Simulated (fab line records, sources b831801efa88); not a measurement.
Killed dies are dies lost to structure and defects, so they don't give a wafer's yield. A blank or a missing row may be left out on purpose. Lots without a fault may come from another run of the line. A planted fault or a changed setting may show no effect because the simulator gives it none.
fab line records | flow sky130
record lots=6 wafers=18 last_day=50
route steps=708 shown VT_ADJUST_PCH@151 SONOS_TUNNEL@154 PAD_OPEN@708
lots that met no fault: from a run of the same line without faults
start_h: hours from the record's first day to the start of the lot's first wafer shown | wait_h: hours since the lot's step before | " the same as in the row above | L1.1+2: a row that stands for several wafers | - no value, or no start given | * or withheld: withheld | < > ~ a bound
route shown NAME@n: a module of which the file shows steps, and the number in the route of the first | usual: mean/standard deviation of fault-free wafers | same: alike in all rows | chamber/n: place in a boat | sites: the reading at each site | _std_site: their standard deviation | _edge_site: outer sites' mean less inner sites' | radius_mm: how far each site lies from the wafer's centre | mask NAME#n: copy n | behind: the tool/chamber that last shaped the wafer | hold: why the lot was held/for how many hours/how that ended | device: the transistor (n, p or np) that didn't switch | end of line: the same wafers' tests at the end of the route | a step without rows: its recipe alone | killed: dies lost to structure and defects at the first sort, not the wafer's yield | map: a wafer's dies, x killed, . not, _ none there
set.NAME: the setting as run; set.NAME@STEP: as run at that earlier step | model.NAME: the simulator's own value behind a step, which no gauge read
lots at some steps of the route; a table a step, a row a wafer
services: from which hour (start_h, from the record's first day; less than 0 if before it) a tool's chamber was out of use, for how many hours, and why
## steps
# step SKY_VT_ADJUST_PCH_IMPLANT_08
# recipe species=B energy_kev=10 dose_cm2=5e+11 tilt_deg=withheld
# step SKY_VT_ADJUST_PCH_STRIP_09
# recipe chemistry=O2/N2 power_w=1400 pressure_mtorr=1500 platen_temp_c=withheld o2_flow_sccm=3000 n2_flow_sccm=300 overash_fraction=0.5
# usual drypump_motor_current_A=5.9/0.37 oes_product_au=0.723/0.0042 strip_time_to_endpoint_s=36.91/0.1
# columns lot.wafer tool chamber start_h wait_h drypump_motor_current_A oes_product_au rf_hours_counter_h strip_time_to_endpoint_s
L912.3 plasma_asher-03 0 272.88 0.1 5.5 0.730 - 36.98
L912.4 " 1 " " 5.3 0.719 - 36.88
L912.6 " 1 " " 5.3 0.716 - 36.99
L915.3 plasma_asher-04 1 278.36 0.1 6.2 0.728 - 37.01
L915.5 " 0 " " 5.9 0.725 - 36.88
L915.6 " 1 " " 6.2 0.724 - 36.92
L920.4 plasma_asher-04 0 312.38 0.1 5.9 0.724 - 36.90
L920.5 " 0 " " 5.9 0.724 - 36.86
L920.6 " 1 " " 6.2 0.726 - 36.83
L922.3 plasma_asher-02 1 332.77 0.1 4.9 0.719 - 36.93
L922.5 " 1 " " 4.9 0.720 - 36.81
L922.6 " 0 " " 5.5 0.727 - 36.83
L923.3 plasma_asher-04 0 339.02 0.1 5.9 0.722 - 36.98
L923.5 " 0 " " 5.9 0.726 - 36.88
L923.6 " 1 " " 6.2 0.720 - 36.82
L930.2 plasma_asher-04 1 390.85 0.1 6.2 0.722 59 37.16
L930.4 " 1 " " 6.2 0.724 - 37.15
L930.6 " 1 " " 6.2 0.729 - 37.10
# step SKY_VT_ADJUST_PCH_TW_MEAS_10
# usual VT_ADJUST_PCH_TW=142.6/1.2
# columns lot.wafer tool chamber start_h wait_h VT_ADJUST_PCH_TW
L912.3 film_metro-03 - 272.97 0.1 143.7
L912.4 " - " " 144.1
L912.6 " - " " 144.0
L915.3 film_metro-04 - 278.44 0.1 142.1
L915.5 " - " " 141.9
L915.6 " - " " 142.9
L920.4 film_metro-03 - 312.48 0.1 142.9
L920.5 " - " " 143.3
L920.6 " - " " 143.3
L922.3 film_metro-01 - 332.86 0.1 141.4
L922.5 " - " " 141.2
L922.6 " - " " 141.3
L923.3 film_metro-03 - 339.11 0.1 142.8
L923.5 " - " " 143.6
L923.6 " - " " 144.3
L930.2 film_metro-03 - 390.96 0.1 143.9
L930.4 " - " " 143.5
L930.6 " - " " 143.5
# step SKY_SONOS_TUNNEL_DEHYDRATE_00
# recipe temp_c=200 time_s=60
# step SKY_SONOS_TUNNEL_HMDS_01
# recipe prime_time_s=60 prime_temp_c=120
# step SKY_SONOS_TUNNEL_COAT_02
# recipe resist=NOVOLAK spin_rpm=3000 resist_thk_nm=1140
# step SKY_SONOS_TUNNEL_SOFTBAKE_03
# recipe temp_c=90 time_s=60 resist=NOVOLAK
# step SKY_SONOS_TUNNEL_EXPOSE_04
# recipe mask_id=TUNM na=0.6 source_shape=conventional sigma_outer=0.6 polarization=unpolarized target_cd_nm=410 dose_mj=136
# step SKY_SONOS_TUNNEL_PEB_05
# recipe temp_c=withheld time_s=* resist=NOVOLAK
# step SKY_SONOS_TUNNEL_DEVELOP_06
# recipe resist=NOVOLAK developer=TMAH develop_time_s=60 dev_temp_c=23
# step SKY_SONOS_TUNNEL_CD_MEAS_07
# recipe target_cd_nm=410
# usual cd_nm=410.2/2.3
# columns lot.wafer tool chamber start_h wait_h cd_nm
L912.3 cd_sem-01 - 297.84 0.1 408.1
L912.4 " - " " 410.2
L912.6 " - " " 410.2
L915.3 cd_sem-02 - 302.99 0.1 408.1
L915.5 " - " " 406.5
L915.6 " - " " 407.1
L920.4 cd_sem-01 - 338.28 0.1 409.7
L920.5 " - " " 409.8
L920.6 " - " " 409.5
L922.3 cd_sem-02 - 360.34 0.1 413.1
L922.5 " - " " 413.2
L922.6 " - " " 413.1
L923.3 cd_sem-02 - 367.04 0.1 404.6
L923.5 " - " " 408.2
L923.6 " - " " 406.0
L930.2 cd_sem-02 - 419.39 0.1 407.3
L930.4 " - " " 404.2
L930.6 " - " " 407.7
# step SKY_SONOS_TUNNEL_OVL_MEAS_08
# usual SONOS_TUNNEL_OVL=-0.3/1.5
# columns lot.wafer tool chamber start_h wait_h SONOS_TUNNEL_OVL[nm]
L912.3 overlay-02 - 297.94 0.1 0.4
L912.4 " - " " 1.3
L912.6 " - " " 0.5
L915.3 overlay-01 - 303.09 0.1 -1.4
L915.5 " - " " -1.0
L915.6 " - " " -0.5
L920.4 overlay-01 - 338.36 0.1 -1.2
L920.5 " - " " 1.7
L920.6 " - " " 1.2
L922.3 overlay-02 - 360.44 0.1 0.3
L922.5 " - " " 2.1
L922.6 " - " " -0.4
L923.3 overlay-02 - 367.14 0.1 -2.5
L923.5 " - " " -1.6
L923.6 " - " " -1.4
L930.2 overlay-02 - 419.49 0.1 0.9
L930.4 " - " " 0.2
L930.6 " - " " 0.9
# step SKY_SONOS_TUNNEL_IMPLANT_09
# recipe species=B energy_kev=20 dose_cm2=1e+12 tilt_deg=withheld
# usual beam_on_s=10.01/0.2 faraday_current_uA=5.64/0.11
# columns lot.wafer tool chamber start_h wait_h beam_on_s faraday_current_uA
L912.3 implanter-01 0 298.01 0.1 10.52 5.34
L912.4 " 0 " " 10.18 5.56
L912.6 " 0 " " 9.98 5.66
L915.3 implanter-02 0 303.16 0.1 9.86 5.71
L915.5 " 0 " " 10.42 5.41
L915.6 " 0 " " 10.20 5.52
L920.4 implanter-03 0 338.45 0.1 9.92 5.68
L920.5 " 0 " " 10.09 5.59
L920.6 " 0 " " 10.27 5.48
L922.3 implanter-01 0 360.51 0.1 7.64 7.35
L922.5 " 0 " " 7.57 7.43
L922.6 " 0 " " 7.43 7.56
L923.3 implanter-01 0 367.21 0.1 7.55 7.50
L923.5 " 0 " " 7.50 7.51
L923.6 " 0 " " 7.89 7.13
L930.2 implanter-03 0 419.55 0.0 9.96 5.66
L930.4 " 0 " " 9.79 5.75
L930.6 " 0 " " 9.96 5.68
# step SKY_SONOS_TUNNEL_WET_ETCH_10
# recipe chemistry=dHF target_depth_nm=14 target=SiO2 dilution=100:1 temp_c=25 time_s=280
# step SKY_SONOS_TUNNEL_STRIP_11
# recipe chemistry=SPM time_s=600 temp_c=130
# step SKY_SONOS_TUNNEL_TW_MEAS_12
# usual SONOS_TUNNEL_TW=197.6/1.2
# columns lot.wafer tool chamber start_h wait_h hold SONOS_TUNNEL_TW
L912.3 film_metro-03 - 298.40 0.0 - 197.9
L912.4 " - " " - 197.8
L912.6 " - " " - 197.1
L915.3 film_metro-04 - 303.56 0.0 - 197.8
L915.5 " - " " - 198.1
L915.6 " - " " - 197.6
L920.4 film_metro-04 - 338.81 0.0 - 195.7
L920.5 " - " " - 196.3
L920.6 " - " " - 196.7
L922.3 film_metro-03 - 360.89 0.0 await_dispo/0.2h/release 184.7
L922.5 " - " " await_dispo/0.2h/release 185.3
L922.6 " - " " await_dispo/0.2h/release 184.5
L922.3 film_metro-03 - 361.12 0.2 - 183.7
L922.5 " - " " - 183.7
L922.6 " - " " - 185.1
L923.3 film_metro-03 - 367.59 0.0 await_dispo/0.2h/release 184.6
L923.5 " - " " await_dispo/0.2h/release 184.4
L923.6 " - " " await_dispo/0.2h/release 184.7
L923.3 film_metro-03 - 367.82 0.2 - 184.4
L923.5 " - " " - 184.6
L923.6 " - " " - 183.6
L930.2 film_metro-02 - 420.12 0.0 - 198.0
L930.4 " - " " - 199.4
L930.6 " - " " - 198.7
# step SKY_PAD_OPEN_PROBE_99
# usual killed_at_M0_to_M3=43/7.3 killed_at_M4_up=3.5/2.2 killed_at_contacts=24/5.3 killed_at_front_end=15/4.2 killed_at_other=0.3/0.67 killed_dies=86/9.8 killed_open=47/7.2 killed_short=39/6.5
# same gross_dies=492 killed_at_back_side=0
# columns lot.wafer tool chamber start_h wait_h killed_at_M0_to_M3 killed_at_M4_up killed_at_contacts killed_at_front_end killed_at_other killed_dies killed_open killed_short model.etest.sonos_programmed.off_log10_a_um model.etest.sonos_uncharged.vt_v
L912.3 prober-01 - 1107.57 0.2 34 5 27 12 0 78 43 35 -13.98 -0.3717
L912.4 prober-01 - 1107.62 0.2 55 11 23 17 0 106 60 46 -13.9 -0.4178
L912.6 prober-01 - 1107.72 0.2 36 4 26 15 0 81 48 32 -13.76 -0.4287
L915.3 prober-01 - 1155.71 0.2 38 4 22 14 0 78 42 36 -13.99 -0.4567
L915.5 prober-01 - 1155.81 0.2 30 3 22 16 0 71 39 32 -13.87 -0.4229
L915.6 prober-01 - 1155.86 0.2 47 3 19 9 0 78 45 33 -13.79 -0.4345
L923.3 prober-01 - 1160.21 0.2 49 4 23 13 0 89 42 45 -13.32 -0.5165
L923.5 prober-01 - 1160.31 0.2 43 7 21 18 0 89 46 43 -13.55 -0.5256
L923.6 prober-01 - 1160.36 0.2 43 7 27 17 0 94 48 46 -13.51 -0.4603
L920.4 prober-02 - 1160.26 0.2 36 1 22 12 1 72 44 27 -13.95 -0.4491
L920.5 prober-02 - 1160.31 0.2 42 4 32 13 1 92 41 51 -13.93 -0.4411
L920.6 prober-02 - 1160.36 0.2 56 4 23 11 1 95 46 48 -13.99 -0.4493
L922.3 prober-02 - 1160.51 0.5 40 4 19 16 0 79 41 38 -13.82 -0.4698
L922.5 prober-02 - 1160.61 0.5 35 4 19 14 0 72 34 38 -13.95 -0.462
L922.6 prober-02 - 1160.66 0.6 17 2 21 17 0 57 32 24 -13.69 -0.4995
L930.2 prober-02 - 1205.69 0.1 40 8 17 7 0 72 37 34 -13.86 -0.4622
L930.4 prober-02 - 1205.79 0.2 45 7 26 12 0 90 41 49 -14 -0.4637
L930.6 prober-02 - 1205.89 0.2 34 6 30 22 0 92 51 38 -13.93 -0.4032
# killed by level:class
L912.3 CONTACT:geometric_particle:open=11 LI_CONTACT:geometric_particle:open=8 VIA1:geometric_particle:open=8 VIA2:geometric_particle:open=6 VIA3:geometric_particle:short=6 POLY_GATE:geometric_particle:short=5 METAL2:geometric_particle:short=5 VIA3:geometric_particle:open=5
L912.4 VIA3:geometric_particle:open=12 CONTACT:geometric_particle:open=9 VIA1:geometric_particle:open=9 LI_CONTACT:geometric_particle:open=8 METAL4:geometric_particle:short=8 METAL2:geometric_particle:short=7 POLY_GATE:geometric_particle:short=5 VIA1:geometric_particle:short=5
L912.6 VIA1:geometric_particle:open=12 CONTACT:geometric_particle:open=10 LI_CONTACT:geometric_particle:open=8 POLY_GATE:geometric_particle:open=7 VIA1:geometric_particle:short=6 VIA2:geometric_particle:short=5 LOCAL_INTERCONNECT:geometric_particle:short=4 VIA3:geometric_particle:open=4
L915.3 VIA1:geometric_particle:open=10 LI_CONTACT:geometric_particle:open=9 METAL2:geometric_particle:short=8 VIA2:geometric_particle:open=7 CONTACT:geometric_particle:open=6 POLY_GATE:geometric_particle:short=6 VIA1:geometric_particle:short=4 FIELD_ISO:geometric_particle:open=3
L915.5 LI_CONTACT:geometric_particle:open=6 CONTACT:geometric_particle:open=6 POLY_GATE:geometric_particle:open=5 METAL2:geometric_particle:short=5 CONTACT:geometric_particle:short=4 VIA1:geometric_particle:open=4 VIA3:geometric_particle:open=4 FIELD_ISO:geometric_particle:short=3
L915.6 VIA1:geometric_particle:open=14 METAL2:geometric_particle:short=8 CONTACT:geometric_particle:open=7 LI_CONTACT:geometric_particle:open=6 VIA2:geometric_particle:open=6 METAL3:geometric_particle:short=4 POLY_GATE:geometric_particle:open=3 CONTACT:geometric_particle:short=3
L923.3 VIA1:geometric_particle:open=9 VIA1:geometric_particle:short=9 LI_CONTACT:geometric_particle:open=7 VIA3:geometric_particle:open=7 VIA2:geometric_particle:open=5 LI_CONTACT:geometric_particle:short=5 METAL2:geometric_particle:short=5 POLY_GATE:geometric_particle:open=4
L920.4 VIA1:geometric_particle:open=10 LI_CONTACT:geometric_particle:open=8 METAL2:geometric_particle:short=6 VIA3:geometric_particle:open=6 FIELD_ISO:geometric_particle:open=4 CONTACT:geometric_particle:open=4 POLY_GATE:geometric_particle:short=3 LI_CONTACT:geometric_particle:short=3
L920.5 LI_CONTACT:geometric_particle:open=10 VIA1:geometric_particle:short=9 VIA1:geometric_particle:open=9 FIELD_ISO:geometric_particle:short=7 CONTACT:geometric_particle:open=7 LOCAL_INTERCONNECT:geometric_particle:short=6 VIA2:geometric_particle:open=6 LI_CONTACT:geometric_particle:short=5
L923.5 CONTACT:geometric_particle:open=13 VIA1:geometric_particle:open=12 METAL4:geometric_particle:short=7 FIELD_ISO:geometric_particle:short=6 VIA3:geometric_particle:open=6 FIELD_ISO:geometric_particle:open=5 METAL1:geometric_particle:short=5 VIA2:geometric_particle:open=5
L920.6 VIA2:geometric_particle:open=12 METAL1:geometric_particle:short=9 VIA1:geometric_particle:open=9 LI_CONTACT:geometric_particle:open=6 METAL2:geometric_particle:short=6 CONTACT:geometric_particle:short=6 CONTACT:geometric_particle:open=6 VIA1:geometric_particle:short=5
L923.6 CONTACT:geometric_particle:open=11 VIA1:geometric_particle:open=10 LI_CONTACT:geometric_particle:open=8 METAL2:geometric_particle:short=7 FIELD_ISO:geometric_particle:short=6 VIA3:geometric_particle:short=5 VIA2:geometric_particle:open=5 METAL4:geometric_particle:short=5
L922.3 VIA1:geometric_particle:open=9 VIA1:geometric_particle:short=7 LI_CONTACT:geometric_particle:open=6 METAL1:geometric_particle:short=6 VIA3:geometric_particle:open=6 CONTACT:geometric_particle:short=5 FIELD_ISO:geometric_particle:open=4 POLY_GATE:geometric_particle:open=4
L922.5 VIA1:geometric_particle:open=12 CONTACT:geometric_particle:open=7 METAL2:geometric_particle:short=6 LOCAL_INTERCONNECT:geometric_particle:short=6 METAL3:geometric_particle:short=5 METAL4:geometric_particle:short=4 FIELD_ISO:geometric_particle:open=3 POLY_GATE:geometric_particle:open=3
L922.6 CONTACT:geometric_particle:open=12 FIELD_ISO:geometric_particle:open=5 POLY_GATE:geometric_particle:short=5 VIA1:geometric_particle:open=5 METAL2:geometric_particle:short=5 FIELD_ISO:geometric_particle:short=4 METAL1:geometric_particle:short=3 LI_CONTACT:geometric_particle:open=2
L930.2 VIA1:geometric_particle:open=11 CONTACT:geometric_particle:open=8 METAL2:geometric_particle:short=8 METAL4:geometric_particle:short=7 VIA3:geometric_particle:open=6 LI_CONTACT:geometric_particle:open=5 METAL1:geometric_particle:short=5 LOCAL_INTERCONNECT:geometric_particle:short=3
L930.4 VIA1:geometric_particle:open=12 CONTACT:geometric_particle:open=10 LOCAL_INTERCONNECT:geometric_particle:short=8 METAL4:geometric_particle:short=7 CONTACT:geometric_particle:short=5 VIA1:geometric_particle:short=5 VIA2:geometric_particle:open=5 VIA3:geometric_particle:short=5
L930.6 CONTACT:geometric_particle:open=14 VIA1:geometric_particle:open=12 POLY_GATE:geometric_particle:open=9 LI_CONTACT:geometric_particle:short=6 METAL4:geometric_particle:short=6 POLY_GATE:geometric_particle:short=4 LOCAL_INTERCONNECT:geometric_particle:short=4 CONTACT:geometric_particle:short=4
## services
# columns tool chamber start_h hours kind
plasma_asher-02 - 305.27 8.1 repair
implanter-01 - 319.96 1.4 repair
plasma_asher-03 - 321.34 79.3 repair
implanter-02 - 327.63 4.4 repair
implanter-02 - 341.22 7.2 repair
implanter-01 - 346.67 1.7 pm
implanter-01 - 354.61 4.1 repair
implanter-01 - 369.64 9.2 repair
plasma_asher-02 - 372.68 1.0 repair
plasma_asher-03 - 386.16 2.4 repair
plasma_asher-03 - 412.70 9.3 repair
## key
first_sign step=SKY_SONOS_TUNNEL_IMPLANT_09 reading=faraday_current_uA direction=up sigmas=16 usual=5.64 struck=7.41
effect step=SKY_SONOS_TUNNEL_IMPLANT_09 reading=beam_on_s direction=down sigmas=12 usual=10.01 struck=7.60
effect step=SKY_SONOS_TUNNEL_TW_MEAS_12 reading=visit direction=added
effect step=SKY_SONOS_TUNNEL_TW_MEAS_12 reading=SONOS_TUNNEL_TW direction=down sigmas=10 usual=197.6 struck=184.7
model_effect step=SKY_PAD_OPEN_PROBE_99 value=etest.sonos_programmed.off_log10_a_um without=-13.95 struck=-13.64
met_at SKY_SONOS_TUNNEL_IMPLANT_09
struck_wafers L922.3,L922.5,L922.6,L923.3,L923.5,L923.6
tester_left_out L922,L923
onset_between 298.01 360.51
fault kind=process_parameter_drift tool=implanter-01 chamber=- onset_h=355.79 steps=SKY_SONOS_TUNNEL_IMPLANT_09 channel=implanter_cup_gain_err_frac offset=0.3 shape=step end_h=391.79
# tester_left_out: of these lots the tester's yield and bins aren't shown, on N5 and GAA mostly nor the transistor test; their killed dies are dies lost to structure and defects alone, not to doping, threshold or leakage, so they don't give the yield
